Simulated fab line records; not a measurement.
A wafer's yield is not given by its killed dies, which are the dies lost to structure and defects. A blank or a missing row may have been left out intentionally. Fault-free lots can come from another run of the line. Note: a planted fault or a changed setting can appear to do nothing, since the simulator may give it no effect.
Comparing a struck lot with a sound one :: flow sky130 :: 16 steps out of a route of 708
Sound: wafers L679.3, L679.4, L679.5. Wafers L688.1, L688.4, L688.6 were the ones struck. At the end, the cause is stated.
For every step that has rows: the tool of each side, followed by ch and its chambers, followed by its first start. Under that, the readings that differ: sound wafers :: struck wafers :: difference of the means :: sigmas: that difference in standard deviations of wafers without a fault.
alike: a reading whose means differ by less than 2 such deviations, as well as words and numbers matching on both sides. not compared: withheld readings; readings where some wafer has no value; bounds like >300 that might hide an equal value; numbers whose values overlap and for which the record gives no deviation.
A row with sigmas, a row that says differs or no value, or rows on one side alone: a step with any of these is where the two part. When numbers do not overlap yet have no deviation, they are printed without sigmas and do not part them. A reading that every wafer of one side lacks parts them only if that side has two wafers or more.

first, 8 steps without rows for these wafers: SKY_METAL1_DEHYDRATE_07 (time 60 s); SKY_METAL1_HMDS_08 (prime time 60 s); SKY_METAL1_COAT_09 (resist thk 60 nm); SKY_METAL1_COAT_10 (resist thk 450 nm); SKY_METAL1_SOFTBAKE_11 (time 90 s); SKY_METAL1_EXPOSE_12 (exposes mask MM1, target cd 140 nm); SKY_METAL1_PEB_13; SKY_METAL1_DEVELOP_14 (develop time 60 s).
SKY_METAL1_CD_MEAS_15: the cd target is 140 nm.
  sound: cdSem-02 at day 33 15:34; struck: cdSem-02 at day 36 19:28
  alike: cdNm
SKY_METAL1_OVL_MEAS_16:
  sound: overlay-01 at day 33 15:40; struck: overlay-01 at day 36 19:35
  alike: METAL1_OVL
SKY_METAL1_DESCUM_17: chemistry O2, time 8 s.
  sound on rieMetal-01 ch 0,1, day 33 15:42; struck on rieMetal-02 ch 0,1, day 36 19:38
  alike: drypumpMotorCurrentA, oesProductAu
  not compared: rfHoursCounterH
SKY_METAL1_ETCH_18: etches BARC in N2/H2, stops on SiO2, time 45.9 s, target depth 60 nm.
  sound on rieMetal-01 ch 0,1, day 33 15:44; struck on rieMetal-02 ch 0,1, day 36 19:40
  alike: biasW, chamberPressureMTorr, drypumpMotorCurrentA, oesProductAu, throttleValvePct
  not compared: rfHoursCounterH
SKY_METAL1_METAL_ETCH_19: etches the open film in Cl2/BCl3, stops on SiO2, target depth 360 nm, time 78 s.
  sound on rieMetal-01 ch 0,1, day 33 15:49; struck on rieMetal-02 ch 0,1, day 36 19:43
  no value came back on the struck wafers for any of 5 readings (bcl3FlowSccm (sccm), biasW (W) and others); on the sound wafers bcl3FlowSccm (sccm) reads 30.24 29.97 30.02
reading: model.KrF-thick_of_METAL1_COAT_10.thkNm (nm)
sound: 157.6 160.1 162.1
struck: 391.3 390.1 391.4
difference: +231.0
sigmas: 

reading: model.SiO2_of_CONTACT_HDPCVD_02.thkNm (nm)
sound: 332.2 331.3 330.8
struck: 341.4 340.7 340.6
difference: +9.5
sigmas: 
  not compared: rfHoursCounterH
SKY_METAL1_STRIP_20: strips in O2/N2.
  sound on plasmaAsher-03 ch 0,1, day 33 15:54; struck on plasmaAsher-01 ch 0,1, day 36 19:49
reading: oesProductAu (a.u.)
sound: 0.344 0.345 0.347
struck: 0.442 0.454 0.445
difference: +0.102
sigmas: +22

reading: stripTimeToEndpointS (s)
sound: 2.67 2.71 2.73
struck: 5.17 5.17 5.18
difference: +2.47
sigmas: +73
  alike: drypumpMotorCurrentA
  not compared: rfHoursCounterH
then, 1 step without rows for these wafers: SKY_METAL1_STRIP_21 (strips in post etch residue remover, time 1200 s).
-- the record jumps here: 12 days lie between the struck wafers' starts before and after (it left off in module METAL1 and takes up again in module PAD_OPEN, whose first step shown is number 708 of the route) --
SKY_PAD_OPEN_PROBE_99:
  sound: prober-01 at day 46 10:29; struck: prober-02 at day 48 18:36
reading: defectLimitedYield (%)
sound: 82.7 81.1 85.4
struck: 0 0 0
difference: -83
sigmas: -44

reading: killed_at_M0_to_M3
sound: 39 42 43
struck: 457 452 450
difference: +412
sigmas: +61

reading: killedDies
sound: 85 93 72
struck: 492 492 492
difference: +409
sigmas: +43

reading: killedOnRim
sound: 23 18 12
struck: 96 96 96
difference: +78
sigmas: +21

reading: sort_bin_5_function (%)
sound: 10.2 10.4 8.3
struck: 92.5 93.3 93.1
difference: +83.3
sigmas: +56

reading: sortNPass
sound: 406 398 420
struck: 0 0 0
difference: -408
sigmas: -41

reading: sortYieldPct (%)
sound: 82.5 80.9 85.4
struck: 0 0 0
difference: -83
sigmas: -41
  alike: killed_at_M4_up, killedAtContacts, killedAtFrontEnd, killedAtOther, killedOpen, killedShort, sort_bin_3_pad_short, sort_bin_6_memory, sort_bin_8_speed

== WHERE THEY PART ==
At SKY_METAL1_METAL_ETCH_19 first; at SKY_PAD_OPEN_PROBE_99 last (within this record only).

WHY: what had been put in by the simulator
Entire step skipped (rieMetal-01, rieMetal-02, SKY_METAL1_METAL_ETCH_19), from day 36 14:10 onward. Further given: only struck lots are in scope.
